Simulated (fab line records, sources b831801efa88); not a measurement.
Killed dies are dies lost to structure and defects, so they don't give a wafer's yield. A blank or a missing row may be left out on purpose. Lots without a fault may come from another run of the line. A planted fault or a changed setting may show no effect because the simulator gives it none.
Which tool did it? | flow sky130 | 12 lots, 36 wafers sampled, at 5 steps of a route of 708

WHAT THE GAUGES READ, wafer by wafer
SKY_NWELL_OVL_MEAS_10. Usual: NWELL_00_OVL -1.0 nm, standard deviation 1.5.
lot  | measured     | on         | NWELL_00_OVL (nm) | flag
L607 | day 5 01:40  | overlay-01 | -2.0 -1.0 -0.7    |
L608 | day 5 12:13  | overlay-02 | -4.3 -2.7 -2.3    |
L611 | day 5 17:32  | overlay-01 | -0.7 0.0 -1.1     |
L612 | day 6 01:17  | overlay-01 | -0.2 1.5 1.0      |
L613 | day 6 04:32  | overlay-02 | -3.5 -2.6 -2.4    |
L614 | day 6 08:44  | overlay-02 | -0.1 -0.3 0.8     |
L615 | day 6 19:38  | overlay-02 | -0.6 -1.5 -0.5    |
L622 | day 8 06:38  | overlay-02 | -2.4 -1.4 -2.5    |
L624 | day 8 16:29  | overlay-01 | -0.6 0.4 1.2      |
L627 | day 9 17:32  | overlay-02 | -3.6 -1.5 -2.5    |
L628 | day 9 22:49  | overlay-02 | 0.6 0.3 0.3       |
L629 | day 10 00:58 | overlay-01 | -0.8 -0.8 -1.8    |

SKY_NWELL_OVL_MEAS_23. Usual: NWELL_01_OVL -0.7 nm, standard deviation 1.6.
lot  | measured     | on         | NWELL_01_OVL (nm) | flag
L607 | day 5 20:28  | overlay-02 | -2.7 -1.9 -3.9    |
L608 | day 6 06:43  | overlay-01 | -2.9 -3.0 -3.3    |
L611 | day 6 12:56  | overlay-02 | -2.3 -2.0 -2.3    |
L612 | day 6 20:19  | overlay-02 | -0.7 0.1 -1.6     |
L613 | day 6 23:26  | overlay-01 | -1.2 -1.7 -2.2    |
L614 | day 7 03:32  | overlay-01 | -1.7 0.8 0.0      |
L615 | day 7 15:04  | overlay-01 | 1.8 1.7 1.0       |
L622 | day 9 04:14  | overlay-01 | -0.5 2.1 0.2      |
L624 | day 9 14:22  | overlay-02 | -1.5 -0.8 0.2     |
L627 | day 10 16:04 | overlay-01 | -2.2 0.8 -0.1     |
L628 | day 10 21:59 | overlay-01 | 1.2 1.5 0.1       |
L629 | day 11 00:04 | overlay-02 | -2.3 -1.3 -1.2    |

SKY_NWELL_RS_MEAS_29: measures by four-point-probe. Usual: NWELL_RS 624.7 ohm/sq, standard deviation 1.5.
lot  | measured     | on            | NWELL_RS (ohm/sq)                   | flag
L607 | day 5 20:59  | film_metro-02 | 624.5 625.0 625.0                   |
L608 | day 6 07:27  | film_metro-04 | 623.9 624.3 624.5                   |
L611 | day 6 13:25  | film_metro-03 | 620.0 622.1 622.7                   |
L612 | day 6 20:50  | film_metro-04 | 627.3 626.9 628.1                   |
L613 | day 6 23:56  | film_metro-02 | 625.2 623.6 624.6                   |
L614 | day 7 04:04  | film_metro-03 | 624.9 622.0 622.6                   |
L615 | day 7 15:41  | film_metro-03 | 625.6 626.3 625.5                   |
L622 | day 9 04:44  | film_metro-03 | 630.7 631.6 631.6 631.8 631.4 632.0 | OFF
L624 | day 9 14:51  | film_metro-04 | 630.1 632.6 630.6 629.9 633.8 631.7 | OFF
L627 | day 10 16:40 | film_metro-03 | 621.4 622.6 623.1                   |
L628 | day 10 22:30 | film_metro-03 | 625.3 627.2 625.7                   |
L629 | day 11 00:35 | film_metro-04 | 624.4 623.1 623.2                   |

WHICH TOOL RAN EACH LOT (tool, then ch and the chambers of the sampled wafers, then the start)
lot  | SKY_NWELL_IMPLANT_11            | SKY_NWELL_RTA_28
L607 | implanter-01 ch 0, day 5 01:43  | rtp_anneal-02 ch 0, day 5 20:52
L608 | implanter-04 ch 0, day 5 12:15  | rtp_anneal-01 ch 0, day 6 07:21
L611 | implanter-01 ch 0, day 5 17:34  | rtp_anneal-02 ch 0, day 6 13:19
L612 | implanter-02 ch 0, day 6 01:20  | rtp_anneal-01 ch 0, day 6 20:43
L613 | implanter-02 ch 0, day 6 04:34  | rtp_anneal-02 ch 0, day 6 23:50
L614 | implanter-04 ch 0, day 6 08:50  | rtp_anneal-02 ch 0, day 7 03:58
L615 | implanter-02 ch 0, day 6 19:40  | rtp_anneal-02 ch 0, day 7 15:35
L622 | implanter-04 ch 0, day 8 06:41  | rtp_anneal-02 ch 0, day 9 04:38
L624 | implanter-04 ch 0, day 8 16:31  | rtp_anneal-02 ch 0, day 9 14:45
L627 | implanter-01 ch 0, day 9 17:34  | rtp_anneal-02 ch 0, day 10 16:28
L628 | implanter-01 ch 0, day 9 22:52  | rtp_anneal-01 ch 0, day 10 22:23
L629 | implanter-01 ch 0, day 10 01:01 | rtp_anneal-01 ch 0, day 11 00:28
- SKY_NWELL_IMPLANT_11
- SKY_NWELL_RTA_28: time 30 s.

WHAT THE TOOLS THEMSELVES READ (means of the sampled wafers that have a number; where no wafer has one, the mark that the record gives instead)
SKY_NWELL_IMPLANT_11. Usual: beam_energy_keV 400.00, standard deviation 0.12.
lot  | tool         | beam_energy_keV | flag
L607 | implanter-01 | 399.95          |
L608 | implanter-04 | 400.06          |
L611 | implanter-01 | 400.03          |
L612 | implanter-02 | 399.85          |
L613 | implanter-02 | 399.84          |
L614 | implanter-04 | 400.02          |
L615 | implanter-02 | 400.04          |
L622 | implanter-04 | 380.18          | OFF
L624 | implanter-04 | 380.11          | OFF
L627 | implanter-01 | 399.99          |
L628 | implanter-01 | 400.11          |
L629 | implanter-01 | 400.08          |

SKY_NWELL_RTA_28. Usual: chamber_o2_ppm 2.003, standard deviation 0.019; lamp_power_pct 25.30 %, standard deviation 0.055; ramp_up_c_per_s 150.00, standard deviation 0.025; wafer_temp_C_max 1055.0, standard deviation 0.97.
lot  | tool          | chamber_o2_ppm | lamp_power_pct (%) | ramp_up_c_per_s | wafer_temp_C_max | flag
L607 | rtp_anneal-02 | 2.023          | 25.30              | 150.00          | 1054.4           |
L608 | rtp_anneal-01 | 2.004          | 25.29              | 150.01          | 1054.3           |
L611 | rtp_anneal-02 | 1.993          | 25.30              | 149.99          | 1055.1           |
L612 | rtp_anneal-01 | 2.006          | 25.24              | 150.01          | 1054.7           |
L613 | rtp_anneal-02 | 1.990          | 25.25              | 150.02          | 1054.3           |
L614 | rtp_anneal-02 | 2.003          | 25.30              | 149.98          | 1054.7           |
L615 | rtp_anneal-02 | 2.000          | 25.29              | 150.01          | 1054.7           |
L622 | rtp_anneal-02 | 1.997          | 25.30              | 150.00          | 1054.2           |
L624 | rtp_anneal-02 | 2.006          | 25.27              | 149.98          | 1055.7           |
L627 | rtp_anneal-02 | 2.018          | 25.33              | 150.01          | 1055.5           |
L628 | rtp_anneal-01 | 2.010          | 25.31              | 149.99          | 1055.9           |
L629 | rtp_anneal-01 | 1.993          | 25.31              | 150.00          | 1055.1           |

THE ANSWER, worked out from the rows above alone
Rule: a lot is off if the mean of its wafers that have a number lies more than 3 standard deviations from the usual mean. A lot without any number at a reading at which 4 lots or more have one is off too. The other lots that the step has rows for count as sound. The gauges are gone through in route order, then the tools' own readings, and for those a lot's mean is taken as printed above. The first step at which some lot is off is used, and at that step the reading that is off furthest; a lot without a number counts as furthest.
Off: L622, L624, at SKY_NWELL_RS_MEAS_29 (NWELL_RS).
A tool fits if, at a process step before that reading, it ran every lot that is off, and no sound lot after the first of them. The gauges at SKY_NWELL_RS_MEAS_29 aren't tried: what is off there is off at SKY_NWELL_IMPLANT_11 too, on other tools, and a gauge's error can't cause that. One fits: implanter-04 at SKY_NWELL_IMPLANT_11. Its last sound lot is L614 (day 6 08:50), its first lot that is off L622 (day 8 06:41): a fault that began between those two fits.
The tool's own readings at SKY_NWELL_IMPLANT_11 bear it out: on the lots that are off they differ by more than 5 times the standard deviation of the sound lots' means. beam_energy_keV reads 380.14 there against 400.00 on the sound lots.

WHAT THE SIMULATOR HAD PUT IN
Process parameter drift: implanter-04, from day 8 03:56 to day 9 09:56, at SKY_NWELL_IMPLANT_11. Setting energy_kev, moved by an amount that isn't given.
Lots struck among those shown: L622, L624. The rule above found the same.
